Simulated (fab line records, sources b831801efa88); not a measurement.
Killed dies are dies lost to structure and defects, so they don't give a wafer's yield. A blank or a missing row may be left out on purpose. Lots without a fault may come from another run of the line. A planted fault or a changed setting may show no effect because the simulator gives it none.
Chamber matching | flow sky130 | SKY_LI_CONTACT_HDPCVD_00 on hdpcvd-02: 3 sister chambers
The step deposits PSG, target thk 930 nm, time 155 s. 6 wafers are shown with their chamber, then 8 later ones without.

WAFERS WITH THEIR CHAMBER
wafer  | chamber | susceptor_temp_C (C)
L441.2 | 2       | 599.69
L441.4 | 2       | 599.75
L449.3 | 1       | 599.95
L449.5 | 1       | 600.13
L449.6 | 0       | 599.75
L450.2 | 0       | 600.50

WAFERS WITHOUT THEIR CHAMBER
wafer  | susceptor_temp_C (C)
L450.5 | 600.15
L450.6 | 600.43
L451.2 | 600.28
L451.3 | 599.94
L451.4 | 599.88
L452.4 | 600.21
L452.5 | 599.82
L452.6 | 600.15

WHICH CHAMBER EACH WENT THROUGH
wafer  | from the rows above          | in truth
L450.5 | can't be placed: 0 or 1 or 2 | 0
L450.6 | can't be placed: 0 or 1 or 2 | 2
L451.2 | can't be placed: 0 or 1 or 2 | 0
L451.3 | can't be placed: 1 or 0 or 2 | 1
L451.4 | can't be placed: 1 or 2 or 0 | 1
L452.4 | can't be placed: 0 or 1 or 2 | 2
L452.5 | can't be placed: 2 or 1 or 0 | 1
L452.6 | can't be placed: 0 or 1 or 2 | 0
Placed correctly: 0 of 8. Can't be placed from these rows: 8 (the true chamber is among the candidates in 8). Placed wrongly: 0.
How it was worked out, from the rows above alone: a wafer's distance from a chamber is the root of the sum, over the readings, of the square of ((its reading less the chamber's mean) divided by the reading's scatter). The wafer belongs to the nearest chamber; if the next one is less than 2 further off, it can't be placed. A chamber's mean is the mean of its shown wafers. The scatter: the root of (the sum of the squares of (reading less its chamber's mean) over the shown wafers, divided by (wafers less chambers)).
